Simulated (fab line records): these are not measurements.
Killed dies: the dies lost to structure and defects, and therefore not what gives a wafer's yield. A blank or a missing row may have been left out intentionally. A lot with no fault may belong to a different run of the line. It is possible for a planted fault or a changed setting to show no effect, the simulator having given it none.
A lot that was struck, set against a sound lot + flow sfq line + 14 out of 325 route steps
Sound: wafers L205.1, L205.2, L205.3. Struck: wafers L216.3, L216.4, L216.6. At the end, the cause is stated.
At each step with rows: each side's tool, then ch and its chambers, then its first start. Under that, the readings that differ: sound wafers + struck wafers + difference of the means + sigmas: that difference in standard deviations of wafers without a fault.
alike: readings whose means differ by less than 2 such deviations, and words and numbers that are the same on both sides. not compared: withheld readings, readings that some wafer has no value for, bounds like >300 that may hide the same value, and numbers for which the record gives no deviation and whose values overlap.
Wherever a step has rows on one side only, a row that says differs or no value, or a row with sigmas, the two part there. Non-overlapping numbers with no deviation appear without sigmas and do not part them. A reading missing from all wafers of one side parts the sides only when that side holds two or more wafers.

first, 2 steps without rows for these wafers: SFQ_TRILAYER_I5_LITHO_PEB_147 (peb time 60 s); SFQ_TRILAYER_I5_LITHO_DEVELOP_146 (time 60 s).
SFQ_I5_OVL_MEAS_936:
  sound on overlay-02 at day 62 17:32; struck on overlay-01 at day 66 17:48
| reading     | sound    | struck   | difference | sigmas |
|-------------|----------|----------|------------|--------|
| I5_OVL (nm) | 17 16 15 | -5 -5 -4 | -21        | -4     |
SFQ_TRILAYER_I5_BARC_OPEN_VIA_ETCH_200: etches BARC in O2, target depth 125 nm, time 41.7 s.
  sound on rie diel-02 ch 0,1,2, day 62 17:34; struck on rie diel-03 ch 0,2,3, day 66 17:49
  alike: drypump motor current A, oes product au
  not compared: rf hours counter h
SFQ_TRILAYER_I5_ETCH_VIA_ETCH_147: etches the open film in CHF3, stops on Nb, target depth 360 nm.
  sound on rie diel-02 ch 0,1,2, day 62 17:36; struck on rie diel-03 ch 0,2,3, day 66 17:52
  alike: drypump motor current A, oes product au
SFQ_TRILAYER_I5_STRIP_STRIP_148: strips in O2.
  sound on rie metal-03 ch 0,1, day 62 17:45; struck on rie metal-01 ch 0,1, day 66 18:13
  alike: drypump motor current A, he backside leak sccm, oes product au, platen temp c
  not compared: rf hours counter h
then, 6 steps without rows for these wafers: SFQ_TRILAYER_I5_STRIP_SOLV_CLEAN_149 (cleans in NMP, time 600 s); SFQ_TRILAYER_C5_LITHO_COAT_156 (resist thk 62 nm); SFQ_TRILAYER_C5_LITHO_COAT_151 (resist thk 650 nm); SFQ_TRILAYER_C5_LITHO_SOFTBAKE_155; SFQ_TRILAYER_C5_LITHO_EXPOSE_152 (exposes mask C5, target cd 500 nm); SFQ_TRILAYER_C5_LITHO_PEB_154 (peb time 60 s).
-- the record jumps here: 5 days lie between the struck wafers' starts before and after --
SFQ_TRILAYER_C5_LITHO_DEVELOP_153: time 60 s.
  struck on litho track-03, day 71 16:01; sound on litho track-02 ch 0, day 67 17:38
  no value came back on the struck wafers for chill plate temp C (C), exhaust pa (Pa); on the sound wafers chill plate temp C (C) reads 23.01 22.83 23.06
| reading                                             | sound           | struck            | difference | sigmas |
|-----------------------------------------------------|-----------------|-------------------|------------|--------|
| model.KrF_of_TRILAYER_C5_LITHO_COAT_151.thk nm (nm) | 625 625.7 624.3 | 650.7 653.6 652.3 | +27.2      |        |
SFQ_C5_OVL_MEAS_937:
  sound on overlay-02 at day 67 17:47; struck on overlay-02 at day 71 16:08
| reading     | sound | struck | difference                    | sigmas |
|-------------|-------|--------|-------------------------------|--------|
| C5_OVL (nm) | 2 5 3 | - - -  | no value on the struck wafers |        |

== WHERE THEY PART ==
Last at SFQ_C5_OVL_MEAS_937 as far as this record goes, first at SFQ_I5_OVL_MEAS_936.

WHY: whatever the simulator had introduced
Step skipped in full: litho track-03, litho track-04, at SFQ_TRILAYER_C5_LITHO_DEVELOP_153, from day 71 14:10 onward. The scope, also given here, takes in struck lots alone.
